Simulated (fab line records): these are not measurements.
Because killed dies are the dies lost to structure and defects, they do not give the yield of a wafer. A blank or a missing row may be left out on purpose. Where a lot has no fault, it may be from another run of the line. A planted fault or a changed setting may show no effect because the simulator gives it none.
A lot that was struck, set against a sound lot -- flow sky130 -- 32 steps out of a route of 708
Sound: these wafers, L170.2, L170.3, L170.4. Wafers struck: L169.2, L169.3, L169.6. The cause comes at the end.
Per side, at each step with rows, come the tool, then ch with its chambers, and then its first start. Under that, the readings that differ: sound wafers -- struck wafers -- difference of the means -- sigmas: that difference in standard deviations of wafers without a fault.
alike: a reading whose means differ by less than 2 such deviations, as well as words and numbers matching on both sides. not compared: withheld readings; readings where some wafer has no value; bounds like >300 that might hide an equal value; numbers whose values overlap and for which the record gives no deviation.
The two part at a step that has a row with sigmas, a row that says differs or no value, or rows on one side only. Numbers that have no deviation but don't overlap get no sigmas and don't part them. Lack of a reading on every wafer of one side parts them only where that side has two or more wafers.

SKY_PWDE_OVL_MEAS_07:
  struck on overlay-01, day 5 06:51; sound on overlay-02, day 5 11:21
  alike: PWDE_OVL
following that, these wafers have no rows for 1 step: SKY_PWDE_IMPLANT_08.
SKY_PWDE_STRIP_09: strips in O2/N2.
  sound on plasma_asher-01 ch 0,1, day 5 11:32; struck on plasma_asher-01 ch 0, day 5 07:02
  alike: chamber_pressure_mTorr, drypump_motor_current_A, oes_product_au, strip_time_to_endpoint_s
  not compared: rf_hours_counter_h
SKY_PWDE_TW_MEAS_10:
  struck on film_metro-01, day 5 07:08; sound on film_metro-01, day 5 11:38
  alike: PWDE_TW
then, 7 steps without rows for these wafers: SKY_NWELL_DEHYDRATE_03 (time 60 s); SKY_NWELL_HMDS_04 (prime time 60 s); SKY_NWELL_COAT_05 (resist thk 3000 nm); SKY_NWELL_SOFTBAKE_06; SKY_NWELL_EXPOSE_07 (exposes mask NWM, target cd 840 nm); SKY_NWELL_PEB_08; SKY_NWELL_DEVELOP_09 (develop time 60 s).
SKY_NWELL_OVL_MEAS_10:
  struck on overlay-01, day 6 00:55; sound on overlay-01, day 6 05:41
  alike: NWELL_00_OVL
SKY_NWELL_IMPLANT_11:
  sound on implanter-04 ch 0, day 6 05:44; struck on implanter-02 ch 0, day 6 00:58
reading,sound,struck,difference,sigmas
beam_on_s (s),9.69 9.92 9.74,8.06 7.52 7.79,-1.99,-9
faraday_current_uA,110.7 107.6 110.3,132.4 142.4 137.2,+27.8,+12
  alike: beam_energy_keV
then, 2 steps without rows for these wafers: SKY_NWELL_IMPLANT_12; SKY_NWELL_IMPLANT_13.
SKY_NWELL_STRIP_14: strips in O2/N2.
  sound on plasma_asher-01 ch 0,1, day 6 06:10; struck on plasma_asher-03 ch 0,1, day 6 01:23
reading,sound,struck,difference,sigmas
drypump_motor_current_A (A),6.1 5.9 6.1,5.3 5.3 5.2,-0.8,-2
  alike: chamber_pressure_mTorr, oes_product_au, strip_time_to_endpoint_s
  not compared: rf_hours_counter_h
SKY_NWELL_TW_MEAS_15:
  struck on film_metro-02, day 6 01:30; sound on film_metro-03, day 6 06:17
reading,sound,struck,difference,sigmas
NWELL_TW,1848 1843 1841,1678 1693 1681,-160,-10
then, 7 steps without rows for these wafers: SKY_NWELL_DEHYDRATE_16 (time 60 s); SKY_NWELL_HMDS_17 (prime time 60 s); SKY_NWELL_COAT_18 (resist thk 3000 nm); SKY_NWELL_SOFTBAKE_19; SKY_NWELL_EXPOSE_20 (exposes mask NWM COMPLEMENT, target cd 840 nm); SKY_NWELL_PEB_21; SKY_NWELL_DEVELOP_22 (develop time 60 s).
SKY_NWELL_OVL_MEAS_23:
  struck on overlay-02, day 6 20:47; sound on overlay-02, day 7 02:10
  alike: NWELL_01_OVL
following that, these wafers have no rows for 1 step: SKY_NWELL_IMPLANT_24.
SKY_NWELL_STRIP_25: strips in O2/N2.
  sound on plasma_asher-03 ch 0,1, day 7 02:20; struck on plasma_asher-01 ch 0,1, day 6 20:58
reading,sound,struck,difference,sigmas
drypump_motor_current_A (A),5.3 5.2 5.3,5.9 5.9 6.1,+0.7,+2
  alike: chamber_pressure_mTorr, oes_product_au, strip_time_to_endpoint_s
  not compared: rf_hours_counter_h
SKY_NWELL_TW_MEAS_26:
  struck on film_metro-01, day 6 21:05; sound on film_metro-01, day 7 02:27
  alike: NWELL_2_TW
then, 1 step without rows for these wafers: SKY_NWELL_CLEAN_27 (cleans in SC1/SC2, time 150 s).
SKY_NWELL_RTA_28: time 30 s.
  sound on rtp_anneal-02 ch 0, day 7 02:34; struck on rtp_anneal-02 ch 0, day 6 21:11
  alike: lamp_power_pct, ramp_down_c_per_s, wafer_temp_C_max
SKY_NWELL_RS_MEAS_29: measurement is done with a four-point probe.
  struck on film_metro-03, day 6 21:18; sound on film_metro-03, day 7 02:40
reading,sound,struck,difference,sigmas
NWELL_RS (ohm/sq),625.9 626.1 626.2,715.2 714.5 714.6,+88.7,+52
-- the record jumps here: 40 days lie between the struck wafers' starts before and after (it left off in module NWELL and takes up again in module PAD_OPEN, whose first step shown is number 708 of the route) --
SKY_PAD_OPEN_PROBE_99:
  struck on prober-01, day 47 07:31; sound on prober-02, day 47 23:10
reading,sound,struck,difference,sigmas
killed_at_front_end,24 25 25,21 7 12,-11,-3
model.etest.nfet_16v.r_on_ohm_um,1.412e+04 1.394e+04 1.41e+04,1.508e+04 1.53e+04 1.535e+04,+1.190e+03,
model.etest.res_nwell.line_ohm_um,1168 1174 1172,1236 1237 1246,+68,
model.etest.res_nwell.rs_ohm_sq,979.4 1007 982.6,1034 1034 1040,+46,
model.etest.tip_p_5v.rs_ohm_sq,2871 2851 2855,2764 2784 2768,-87,
model.etest.res_nwell.width_nm (nm),842.1 848.4 839.6,836.7 836.3 835.2,-7.3,
model.etest.pfet_16v.drive_ua_um,241.8 241.2 242.9,261.5 259.2 258.3,+17.7,
model.etest.field_p.vt_v (V),-42.23 -42.97 -42.02,-34.35 -34.31 -34.09,+8.16,
  alike: killed_at_M0_to_M3, killed_at_M4_up, killed_at_contacts, killed_at_other, killed_dies, killed_open, killed_short
  not compared: model.etest.res_iso_pwell.width_nm

== WHERE THEY PART ==
Last at SKY_PAD_OPEN_PROBE_99 as far as this record goes, first at SKY_NWELL_IMPLANT_11.

WHY: whatever the simulator had introduced
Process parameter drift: implanter-02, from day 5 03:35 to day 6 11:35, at SKY_NWELL_IMPLANT_11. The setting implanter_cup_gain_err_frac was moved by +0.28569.
